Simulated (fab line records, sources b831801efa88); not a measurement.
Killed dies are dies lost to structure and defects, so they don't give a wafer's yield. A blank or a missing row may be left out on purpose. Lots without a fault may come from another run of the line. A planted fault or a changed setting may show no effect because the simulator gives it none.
Which tool did it? | flow gf180mcu | 24 lots, 72 wafers sampled, at 6 steps of a route of 602

WHAT THE GAUGES READ, wafer by wafer
GF_V4_THK_MEAS_01.
lot  | measured     | on            | V4_CVD_00_THK (nm)
L074 | day 23 11:29 | film_metro-01 | 601 603 600
L075 | day 23 13:16 | film_metro-04 | 613 609 602
L076 | day 23 21:46 | film_metro-04 | 613 618 613
L077 | day 24 17:14 | film_metro-04 | 602 606 601
L078 | day 25 01:43 | film_metro-03 | 608 601 616
L080 | day 25 18:57 | film_metro-03 | 601 599 597
L079 | day 25 21:17 | film_metro-01 | 613 606 607
L082 | day 26 07:02 | film_metro-04 | 605 603 611
L081 | day 26 08:34 | film_metro-01 | 603 599 601
L083 | day 26 14:22 | film_metro-03 | 611 617 595
L084 | day 26 22:44 | film_metro-03 | 605 611 606
L085 | day 27 07:27 | film_metro-03 | 598 600 594
L086 | day 27 08:49 | film_metro-04 | 610 607 615
L087 | day 27 20:28 | film_metro-04 | 598 605 594
L088 | day 27 22:29 | film_metro-03 | 606 614 589
L089 | day 28 07:47 | film_metro-04 | 597 586 596
L090 | day 28 14:50 | film_metro-01 | 597 593 592
L091 | day 28 16:44 | film_metro-04 | 599 611 595
L092 | day 29 00:31 | film_metro-04 | 597 597 594
L093 | day 29 12:02 | film_metro-04 | 591 606 602
L094 | day 29 14:38 | film_metro-01 | 598 615 607
L095 | day 29 21:02 | film_metro-03 | 589 580 590
L096 | day 30 04:40 | film_metro-04 | 599 603 607
L097 | day 30 13:04 | film_metro-04 | 595 603 602

GF_PASSIVATION_BOW_MEAS_14.
lot  | measured     | on            | PASSIVATION_BOW (um)
L074 | day 28 22:37 | film_metro-03 | 101 117 118
L075 | day 28 23:35 | film_metro-04 | 142 133 131
L076 | day 29 08:26 | film_metro-01 | 125 132 121
L077 | day 30 06:46 | film_metro-04 | 144 142 144
L078 | day 30 09:01 | film_metro-01 | 118 131 137
L080 | day 30 22:04 | film_metro-04 | 131 135 137
L079 | day 31 02:20 | film_metro-04 | 130 137 131
L082 | day 31 09:10 | film_metro-03 | 127 122 125
L081 | day 31 09:20 | film_metro-01 | 123 126 143
L083 | day 31 14:34 | film_metro-01 | 138 136 134
L084 | day 32 00:47 | film_metro-01 | 148 141 159
L085 | day 32 06:14 | film_metro-04 | 125 124 123
L086 | day 32 07:21 | film_metro-03 | 129 140 134
L087 | day 32 18:49 | film_metro-04 | 134 139 148
L088 | day 32 20:29 | film_metro-04 | 148 147 136
L089 | day 33 02:58 | film_metro-01 | 138 142 137
L090 | day 33 08:37 | film_metro-03 | 129 137 139
L091 | day 33 11:22 | film_metro-03 | 133 157 153
L092 | day 33 17:07 | film_metro-04 | 133 136 140
L093 | day 34 03:26 | film_metro-01 | 141 142 138
L094 | day 34 05:50 | film_metro-01 | 138 142 137
L095 | day 34 08:04 | film_metro-01 | 164 152 135
L096 | day 34 16:04 | film_metro-04 | 136 137 136
L097 | day 34 22:28 | film_metro-01 | 139 141 136

WHICH TOOL RAN EACH LOT (tool, then ch and the chambers of the sampled wafers, then the start)
lot  | GF_M4_SPUTTER_01             | GF_M4_SPUTTER_03             | GF_V4_CVD_02                    | GF_TOP_METAL_METAL_ETCH_16
L074 | pvd_sputter-03, day 22 11:37 | pvd_sputter-03, day 22 11:41 | pecvd-03 ch 1,2, day 23 11:33   | rie_metal-04 ch 0,1, day 28 00:52
L075 | pvd_sputter-01, day 22 13:38 | pvd_sputter-01, day 22 13:42 | pecvd-01 ch 0,2, day 23 13:20   | rie_metal-01 ch 0,1, day 28 01:53
L076 | pvd_sputter-04, day 22 22:22 | pvd_sputter-04, day 22 22:26 | pecvd-04 ch 0,1,2, day 23 21:49 | rie_metal-02 ch 0,1, day 28 10:52
L077 | pvd_sputter-04, day 23 17:57 | pvd_sputter-04, day 23 18:01 | pecvd-01 ch 0,1,2, day 24 17:18 | rie_metal-04 ch 0,1, day 29 09:22
L078 | pvd_sputter-04, day 24 03:17 | pvd_sputter-04, day 24 03:22 | pecvd-03 ch 1,2, day 25 01:47   | rie_metal-04 ch 0,1, day 29 11:37
L080 | pvd_sputter-01, day 24 20:55 | pvd_sputter-01, day 24 20:59 | pecvd-03 ch 0,1, day 25 19:01   | rie_metal-01 ch 0,1, day 30 01:01
L079 | pvd_sputter-01, day 24 23:17 | pvd_sputter-01, day 24 23:21 | pecvd-01 ch 1,2, day 25 21:20   | rie_metal-01 ch 1, day 30 05:01
L082 | pvd_sputter-03, day 25 09:05 | pvd_sputter-03, day 25 09:08 | pecvd-03 ch 0,1,2, day 26 07:07 | rie_metal-02 ch 0,1, day 30 12:13
L081 | pvd_sputter-01, day 25 10:40 | pvd_sputter-01, day 25 10:43 | pecvd-04 ch 0,1,2, day 26 08:37 | rie_metal-04 ch 0,1, day 30 12:37
L083 | pvd_sputter-03, day 25 17:57 | pvd_sputter-03, day 25 18:01 | pecvd-01 ch 0,2, day 26 14:26   | rie_metal-04 ch 0,1, day 30 17:55
L084 | pvd_sputter-01, day 26 03:54 | pvd_sputter-01, day 26 03:58 | pecvd-03 ch 0,1,2, day 26 22:47 | rie_metal-01 ch 0,1, day 31 04:22
L085 | pvd_sputter-01, day 26 11:15 | pvd_sputter-01, day 26 11:19 | pecvd-03 ch 1,2, day 27 07:30   | rie_metal-04 ch 0,1, day 31 10:25
L086 | pvd_sputter-01, day 26 12:13 | pvd_sputter-01, day 26 12:17 | pecvd-01 ch 0,2, day 27 08:51   | rie_metal-02 ch 0,1, day 31 11:34
L087 | pvd_sputter-03, day 26 23:37 | pvd_sputter-03, day 26 23:41 | pecvd-04 ch 0,2, day 27 20:31   | rie_metal-01 ch 0,1, day 31 23:32
L088 | pvd_sputter-01, day 27 00:49 | pvd_sputter-01, day 27 00:53 | pecvd-04 ch 0,2, day 27 22:32   | rie_metal-01 ch 0,1, day 32 01:02
L089 | pvd_sputter-01, day 27 11:12 | pvd_sputter-01, day 27 11:16 | pecvd-04 ch 0,1, day 28 07:50   | rie_metal-01 ch 0,1, day 32 08:49
L090 | pvd_sputter-03, day 27 18:12 | pvd_sputter-03, day 27 18:16 | pecvd-01 ch 0,2, day 28 14:54   | rie_metal-04 ch 0,1, day 32 14:07
L091 | pvd_sputter-01, day 27 20:01 | pvd_sputter-01, day 27 20:05 | pecvd-03 ch 0,1,2, day 28 16:48 | rie_metal-01 ch 0,1, day 32 16:46
L092 | pvd_sputter-03, day 28 04:33 | pvd_sputter-03, day 28 04:37 | pecvd-01 ch 1,2, day 29 00:34   | rie_metal-01 ch 0,1, day 32 22:29
L093 | pvd_sputter-03, day 28 15:19 | pvd_sputter-03, day 28 15:23 | pecvd-04 ch 0,1, day 29 12:05   | rie_metal-01 ch 0,1, day 33 09:19
L094 | pvd_sputter-03, day 28 19:21 | pvd_sputter-03, day 28 19:25 | pecvd-03 ch 0,1,2, day 29 14:41 | rie_metal-04 ch 0,1, day 33 11:37
L095 | pvd_sputter-01, day 29 01:29 | pvd_sputter-01, day 29 01:32 | pecvd-04 ch 1,2, day 29 21:06   | rie_metal-04 ch 1, day 33 14:29
L096 | pvd_sputter-04, day 29 09:21 | pvd_sputter-04, day 29 09:25 | pecvd-03 ch 0,1,2, day 30 04:43 | rie_metal-04 ch 0, day 33 22:40
L097 | pvd_sputter-03, day 29 17:49 | pvd_sputter-03, day 29 17:53 | pecvd-03 ch 0,1, day 30 13:07   | rie_metal-01 ch 0,1, day 34 05:07
- GF_M4_SPUTTER_01: material TiN, target thk 30 nm, time 25 s.
- GF_M4_SPUTTER_03: material Ti, target thk 10 nm, time 6.7 s.
- GF_V4_CVD_02: deposits SiO2 from TEOS, target thk 850 nm, time 94.851 s.
- GF_TOP_METAL_METAL_ETCH_16: etches the open film in Cl2/BCl3, stops on SiO2, target depth 1077.5 nm, time 179.6 s.

WHAT THE TOOLS THEMSELVES READ (means of the sampled wafers that have a number; where no wafer has one, the mark that the record gives instead)
GF_M4_SPUTTER_01.
lot  | tool           | throttle_valve_pct (%)
L074 | pvd_sputter-03 | 29.7
L075 | pvd_sputter-01 | 28.4
L076 | pvd_sputter-04 | 31.5
L077 | pvd_sputter-04 | 30.6
L078 | pvd_sputter-04 | 29.7
L080 | pvd_sputter-01 | 28.9
L079 | pvd_sputter-01 | 29.0
L082 | pvd_sputter-03 | 30.0
L081 | pvd_sputter-01 | 28.9
L083 | pvd_sputter-03 | 30.3
L084 | pvd_sputter-01 | 29.4
L085 | pvd_sputter-01 | 28.9
L086 | pvd_sputter-01 | 29.2
L087 | pvd_sputter-03 | 30.1
L088 | pvd_sputter-01 | 29.4
L089 | pvd_sputter-01 | 28.8
L090 | pvd_sputter-03 | 29.9
L091 | pvd_sputter-01 | 29.2
L092 | pvd_sputter-03 | 30.0
L093 | pvd_sputter-03 | 30.6
L094 | pvd_sputter-03 | 30.0
L095 | pvd_sputter-01 | 29.0
L096 | pvd_sputter-04 | 29.2
L097 | pvd_sputter-03 | 29.8

GF_M4_SPUTTER_03.
lot  | tool           | throttle_valve_pct (%)
L074 | pvd_sputter-03 | 29.6
L075 | pvd_sputter-01 | 28.4
L076 | pvd_sputter-04 | 31.3
L077 | pvd_sputter-04 | 30.4
L078 | pvd_sputter-04 | 29.3
L080 | pvd_sputter-01 | 29.0
L079 | pvd_sputter-01 | 28.9
L082 | pvd_sputter-03 | 30.1
L081 | pvd_sputter-01 | 29.1
L083 | pvd_sputter-03 | 30.4
L084 | pvd_sputter-01 | 29.3
L085 | pvd_sputter-01 | 28.7
L086 | pvd_sputter-01 | 29.0
L087 | pvd_sputter-03 | 29.9
L088 | pvd_sputter-01 | 29.3
L089 | pvd_sputter-01 | 28.8
L090 | pvd_sputter-03 | 29.9
L091 | pvd_sputter-01 | 29.3
L092 | pvd_sputter-03 | 30.0
L093 | pvd_sputter-03 | 30.6
L094 | pvd_sputter-03 | 29.9
L095 | pvd_sputter-01 | 29.0
L096 | pvd_sputter-04 | 29.1
L097 | pvd_sputter-03 | 29.9

GF_V4_CVD_02.
lot  | tool     | heater_power_outer_w (W) | heater_power_w (W)
L074 | pecvd-03 | 416                      | 712
L075 | pecvd-01 | 455                      | 783
L076 | pecvd-04 | 447                      | 752
L077 | pecvd-01 | 386                      | 708
L078 | pecvd-03 | 350                      | 638
L080 | pecvd-03 | 343                      | 623
L079 | pecvd-01 | 391                      | 677
L082 | pecvd-03 | 316                      | 584
L081 | pecvd-04 | 426                      | 721
L083 | pecvd-01 | 483                      | 834
L084 | pecvd-03 | 385                      | 682
L085 | pecvd-03 | 428                      | 734
L086 | pecvd-01 | 461                      | 790
L087 | pecvd-04 | 451                      | 760
L088 | pecvd-04 | 405                      | 699
L089 | pecvd-04 | 433                      | 715
L090 | pecvd-01 | 492                      | 830
L091 | pecvd-03 | 391                      | 688
L092 | pecvd-01 | 347                      | 623
L093 | pecvd-04 | 432                      | 702
L094 | pecvd-03 | 344                      | 619
L095 | pecvd-04 | 365                      | 629
L096 | pecvd-03 | 359                      | 640
L097 | pecvd-03 | 338                      | 623

GF_TOP_METAL_METAL_ETCH_16.
lot  | tool         | drypump_motor_current_A (A) | mfc_cl2_sccm (sccm) | oes_product_au (a.u.) | throttle_valve_pct (%)
L074 | rie_metal-04 | 5.9                         | 80.15               | 0.965                 | 28.252
L075 | rie_metal-01 | 5.4                         | 79.95               | 0.963                 | 28.251
L076 | rie_metal-02 | 5.6                         | 80.04               | 0.968                 | 28.262
L077 | rie_metal-04 | 5.7                         | 80.12               | 0.966                 | 28.261
L078 | rie_metal-04 | 5.7                         | 80.17               | 0.960                 | 28.259
L080 | rie_metal-01 | 5.4                         | 79.87               | 0.968                 | 28.258
L079 | rie_metal-01 | 5.3                         | 79.85               | 0.967                 | 28.258
L082 | rie_metal-02 | 5.9                         | 80.07               | 0.957                 | 28.259
L081 | rie_metal-04 | 5.7                         | 80.28               | 0.958                 | 28.258
L083 | rie_metal-04 | 5.7                         | 80.00               | 0.959                 | 28.252
L084 | rie_metal-01 | 5.3                         | 79.91               | 0.964                 | 28.269
L085 | rie_metal-04 | 5.9                         | 80.23               | 0.968                 | 28.255
L086 | rie_metal-02 | 5.9                         | 80.11               | 0.969                 | 28.255
L087 | rie_metal-01 | 5.3                         | 80.03               | 0.973                 | 28.255
L088 | rie_metal-01 | 5.3                         | 80.33               | 0.962                 | 28.257
L089 | rie_metal-01 | 5.3                         | 80.09               | 0.963                 | 28.265
L090 | rie_metal-04 | 5.7                         | 80.12               | 0.969                 | 28.255
L091 | rie_metal-01 | 5.4                         | 80.12               | 0.955                 | 28.260
L092 | rie_metal-01 | 5.3                         | 79.83               | 0.954                 | 28.271
L093 | rie_metal-01 | 5.4                         | 80.14               | 0.961                 | 28.258
L094 | rie_metal-04 | 5.7                         | 80.07               | 0.957                 | 28.264
L095 | rie_metal-04 | 6.2                         | 80.10               | 0.959                 | 28.253
L096 | rie_metal-04 | 5.5                         | 79.93               | 0.969                 | 28.256
L097 | rie_metal-01 | 5.4                         | 80.01               | 0.962                 | 28.257

THE ANSWER, worked out from the rows above alone
Rule: what is usual is taken from the lots themselves. Put in order of their means at a reading, lots are off if they are a third of the lots or fewer, leave a main group of 4 or more, and stand apart from it by a gap of 3 or more times the standard deviation of the main group's means; of several such gaps the widest counts. A main group whose means are all the same, to the digits that the tables above print for the reading, isn't used. A lot without any number at a reading at which 4 lots or more have one is off too. The other lots that the step has rows for count as sound. The gauges are gone through in route order, then the tools' own readings, and for those a lot's mean is taken as printed above. The first step at which some lot is off is used, and at that step the reading that is off furthest; a lot without a number counts as furthest.
No lot is off at any reading shown: from this, nothing can be told.

WHAT THE SIMULATOR HAD PUT IN
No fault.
